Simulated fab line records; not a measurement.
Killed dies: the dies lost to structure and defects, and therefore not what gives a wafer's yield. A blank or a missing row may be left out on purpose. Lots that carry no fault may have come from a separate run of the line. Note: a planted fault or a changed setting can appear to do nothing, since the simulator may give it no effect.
Chamber matching || flow gf180mcu || GF_SAB_CVD_00 on pecvd-01: 3 sister chambers
The step deposits SiO2 from TEOS, target thk 50 nm, time 4.9302 s. 3 wafers are shown with their chamber, then 7 later ones without.

WAFERS WITH THEIR CHAMBER
{"wafer": "L648.6", "chamber": 2, "heaterPowerW (W)": 559}
{"wafer": "L662.1", "chamber": 1, "heaterPowerW (W)": 646}
{"wafer": "L662.4", "chamber": 0, "heaterPowerW (W)": 731}

WAFERS WHOSE CHAMBER IS MISSING
{"wafer": "L662.6", "heaterPowerW (W)": 600}
{"wafer": "L663.1", "heaterPowerW (W)": 716}
{"wafer": "L663.3", "heaterPowerW (W)": 624}
{"wafer": "L663.6", "heaterPowerW (W)": 701}
{"wafer": "L665.1", "heaterPowerW (W)": 741}
{"wafer": "L665.4", "heaterPowerW (W)": 755}
{"wafer": "L665.6", "heaterPowerW (W)": 536}

WHICH CHAMBER EACH ONE RAN IN
{"wafer": "L662.6", "from the rows above": "can't be placed: 2 or 1", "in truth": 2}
{"wafer": "L663.1", "from the rows above": 0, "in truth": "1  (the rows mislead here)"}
{"wafer": "L663.3", "from the rows above": "can't be placed: 1 or 2", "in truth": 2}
{"wafer": "L663.6", "from the rows above": "can't be placed: 0 or 1", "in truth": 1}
{"wafer": "L665.1", "from the rows above": 0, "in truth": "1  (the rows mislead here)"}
{"wafer": "L665.4", "from the rows above": 0, "in truth": 0}
{"wafer": "L665.6", "from the rows above": 2, "in truth": 2}
Correctly placed: 2 of 7. Unplaceable from these rows: 3, with the true chamber sitting among the candidates in 3. Placed wrongly: 2.
How it was worked out, from the rows above alone: a wafer's distance from a chamber is the root of the sum, over the readings, of the square of ((its reading less the chamber's mean) divided by the reading's scatter). The wafer belongs to the nearest chamber; if the next one is less than 2 further off, it can't be placed. A chamber's mean is the mean of its shown wafers. The scatter: root of mean squared gap, hidden wafer to nearest shown wafer, with one shown wafer a chamber.
